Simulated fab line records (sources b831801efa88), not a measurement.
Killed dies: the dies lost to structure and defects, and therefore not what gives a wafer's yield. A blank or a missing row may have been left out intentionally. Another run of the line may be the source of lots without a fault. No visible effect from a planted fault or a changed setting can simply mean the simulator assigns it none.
Matching of chambers | flow gf180mcu | GF_V1_CMP_26 on cmp-02: 4 sister chambers
The step polishes, stops on SiO2, t overpolish 15 s, target thk 0 nm. 8 wafers are shown with their chamber, then 8 later ones without.

WAFERS, EACH WITH ITS CHAMBER
wafer  | chamber | motorCurrentA (A) | overpolishRunS (s)
L929.5 | 0       | 12.5              | 14.999
L930.2 | 1       | 10.2              | 15.002
L930.4 | 3       | 13.5              | 14.984
L930.6 | 3       | 13.1              | 14.986
L931.1 | 2       | 10.5              | 14.992
L931.2 | 0       | 13.0              | 15.023
L931.4 | 1       | 10.3              | 15.000
L933.1 | 2       | 11.1              | 14.974

WAFERS WHOSE CHAMBER IS MISSING
wafer  | motorCurrentA (A) | overpolishRunS (s)
L933.3 | 10.0              | 15.007
L933.4 | 12.6              | 15.000
L934.2 | 13.0              | 14.996
L934.3 | 12.5              | 14.988
L934.5 | 12.9              | 14.993
L940.1 | 12.5              | 15.012
L940.2 | 10.4              | 15.011
L940.3 | 10.8              | 14.997

WHICH CHAMBER EACH ONE RAN IN
wafer  | from the rows above     | in truth
L933.3 | 1                       | 1
L933.4 | can't be placed: 0 or 3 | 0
L934.2 | can't be placed: 3 or 0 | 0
L934.3 | can't be placed: 0 or 3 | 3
L934.5 | can't be placed: 3 or 0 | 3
L940.1 | 0                       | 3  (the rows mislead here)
L940.2 | can't be placed: 1 or 2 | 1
L940.3 | can't be placed: 2 or 1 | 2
Placed correctly: 1 of 8. These rows do not allow placing 6 (true chamber among the candidates in 6). Number placed wrongly: 1.
How it was worked out, from the rows above alone: a wafer's distance from a chamber is the root of the sum, over the readings, of the square of ((its reading less the chamber's mean) divided by the reading's scatter). If the next closest chamber is less than 2 further off than the closest, the wafer can't be placed; otherwise it belongs to the closest. Each chamber's mean is taken over the wafers shown for it. How the scatter is found: for the shown wafers, subtract from each reading the mean of its chamber, square and add these, divide the total by (wafers less chambers), then take the root.
